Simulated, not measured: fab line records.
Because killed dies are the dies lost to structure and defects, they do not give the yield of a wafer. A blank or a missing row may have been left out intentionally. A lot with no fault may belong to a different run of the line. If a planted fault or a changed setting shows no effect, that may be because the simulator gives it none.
Struck lot and sound lot, side by side | flow sky130 | 15 out of 708 route steps
Sound: the wafers L742.2, L742.3, L742.5. Wafers struck: L751.1, L751.2, L751.4. The cause is given at the end.
For every step that has rows: the tool of each side, followed by ch and its chambers, followed by its first start. Under that, the readings that differ: sound wafers | struck wafers | difference of the means | sigmas: that difference in standard deviations of wafers without a fault.
alike: same words and numbers on both sides, and readings whose means sit less than 2 such deviations apart. not compared: any withheld reading, any reading some wafer has no value for, any bound like >300 that may hide the same value, and any number with overlapping values for which the record gives no deviation.
The two part at a step that has a row with sigmas, a row that says differs or no value, or rows on one side only. Non-overlapping numbers with no deviation appear without sigmas and do not part them. A reading that every wafer of one side lacks parts them only if that side has two wafers or more.

first, 5 steps without rows for these wafers: SKY_VT_ADJUST_LVTN_COAT_02 (resist thk 3000 nm); SKY_VT_ADJUST_LVTN_SOFTBAKE_03; SKY_VT_ADJUST_LVTN_EXPOSE_04 (exposes mask NWM COMPLEMENT LESS NATIVE, target cd 840 nm); SKY_VT_ADJUST_LVTN_PEB_05; SKY_VT_ADJUST_LVTN_DEVELOP_06 (develop time 60 s).
SKY_VT_ADJUST_LVTN_OVL_MEAS_07:
  struck on overlay-01, day 10 14:41; sound on overlay-01, day 8 06:47
  alike: VT_ADJUST_LVTN_OVL
after that, 1 step had no rows for these wafers: SKY_VT_ADJUST_LVTN_IMPLANT_08.
SKY_VT_ADJUST_LVTN_STRIP_09: strips in O2/N2.
  sound on plasmaAsher-01 ch 0,1, day 8 06:58; struck on plasmaAsher-01 ch 0,1, day 10 14:53
  alike: drypumpMotorCurrentA, o2FlowSccm, oesProductAu, stripTimeToEndpointS
  not compared: rfHoursCounterH
SKY_VT_ADJUST_LVTN_TW_MEAS_10:
  struck on filmMetro-02, day 10 14:59; sound on filmMetro-04, day 8 07:04
  alike: VT_ADJUST_LVTN_TW
then, 3 steps without rows for these wafers: SKY_VT_ADJUST_LVTN_DEHYDRATE_11 (time 60 s); SKY_VT_ADJUST_LVTN_HMDS_12 (prime time 60 s); SKY_VT_ADJUST_LVTN_COAT_13 (resist thk 1140 nm).
SKY_VT_ADJUST_LVTN_SOFTBAKE_14: time 60 s.
  sound on lithoTrack-03 ch 0, day 8 17:18; struck on lithoTrack-03 ch 0, day 11 02:29
reading        | sound             | struck            | difference | sigmas
runLengthS (s) | 89.45 89.11 89.39 | 96.65 96.73 96.61 | +7.35      | +57
  alike: chillPlateTempC, exhaustPa
then, 1 step without rows for these wafers: SKY_VT_ADJUST_LVTN_EXPOSE_15 (exposes mask HVN STD DERIVED, target cd 600 nm).
SKY_PAD_OPEN_PROBE_99:
  the record holds rows for the sound wafers here (prober-02, day 47 06:37) but none for the struck ones

## WHERE THEY PART
First at SKY_VT_ADJUST_LVTN_SOFTBAKE_14; last, within this record, at SKY_PAD_OPEN_PROBE_99.

WHY: what had been put in by the simulator
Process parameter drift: lithoTrack-03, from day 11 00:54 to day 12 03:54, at SKY_VT_ADJUST_LVTN_SOFTBAKE_14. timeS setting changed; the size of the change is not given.
